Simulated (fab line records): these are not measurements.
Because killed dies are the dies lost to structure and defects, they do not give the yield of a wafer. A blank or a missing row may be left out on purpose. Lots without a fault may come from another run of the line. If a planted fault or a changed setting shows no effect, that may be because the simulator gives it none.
Matching of chambers | flow gf180mcu | 4 sister chambers for GF_POLY_GATE_ETCH_13 on rie si-02
The step etches poly-Si in HBr/Cl2, stops on SiO2, target depth 198.5 nm, time 69.6 s. 14 wafers are shown with their chamber, then 7 later ones without.

WAFERS WITH THEIR CHAMBER
wafer  | chamber | drypump motor current A (A) | oes product au (a.u.) | throttle valve pct (%)
L742.2 | 0       | 6.20                        | 0.991                 | 33.696
L742.5 | 0       | 6.21                        | 0.984                 | 33.684
L742.6 | 1       | 5.62                        | 0.981                 | 33.680
L746.2 | 1       | 5.64                        | 0.985                 | 33.665
L746.5 | 3       | 5.55                        | 0.995                 | 33.674
L746.6 | 2       | 6.11                        | 0.984                 | 33.690
L753.1 | 3       | 5.55                        | 1.004                 | 33.687
L753.2 | 2       | 6.07                        | 0.997                 | 33.674
L753.6 | 1       | 5.62                        | 0.983                 | 33.685
L754.2 | 1       | 5.66                        | 0.974                 | 33.679
L754.4 | 2       | 6.07                        | 0.959                 | 33.671
L754.5 | 2       | 6.06                        | 0.973                 | 33.669
L755.1 | 3       | 5.58                        | 0.997                 | 33.694
L755.2 | 0       | 6.21                        | 0.997                 | 33.676

SIGNATURES (means of the wafers above)
reading                 | chamber 0 | chamber 1 | chamber 2 | chamber 3 | scatter within a chamber
drypump motor current A | 6.2067    | 5.6350    | 6.0775    | 5.5600    | 0.018
oes product au          | 0.99067   | 0.98075   | 0.97825   | 0.99867   | 0.0099
throttle valve pct      | 33.68533  | 33.67725  | 33.67600  | 33.68500  | 0.0095
Rule: a wafer lies at a distance from a chamber equal to the root of the sum of squares, over the readings, of (its reading less the chamber's mean, divided by the reading's scatter). The wafer belongs to the nearest chamber; if the next one is less than 2 further off, it can't be placed. The scatter is the square root of a quotient: the sum, over the shown wafers, of each reading's squared deviation from its chamber's mean, divided by wafers minus chambers.

WAFERS WITH NO CHAMBER GIVEN
wafer  | drypump motor current A (A) | oes product au (a.u.) | throttle valve pct (%)
L755.3 | 6.10                        | 0.989                 | 33.669
L758.2 | 5.64                        | 0.982                 | 33.683
L758.3 | 6.06                        | 0.978                 | 33.690
L758.6 | 6.10                        | 0.971                 | 33.671
L763.2 | 5.55                        | 1.007                 | 33.686
L763.3 | 6.20                        | 0.991                 | 33.684
L763.5 | 6.12                        | 0.990                 | 33.685

WHICH CHAMBER EACH ONE RAN IN
wafer  | from the rows above | in truth
L755.3 | 2                   | 2
L758.2 | 1                   | 1
L758.3 | 2                   | 2
L758.6 | 2                   | 2
L763.2 | 3                   | 3
L763.3 | 0                   | 0
L763.5 | 2                   | 2
Placed correctly: 7 of 7. From these rows, 0 cannot be placed. 0 placed wrongly.
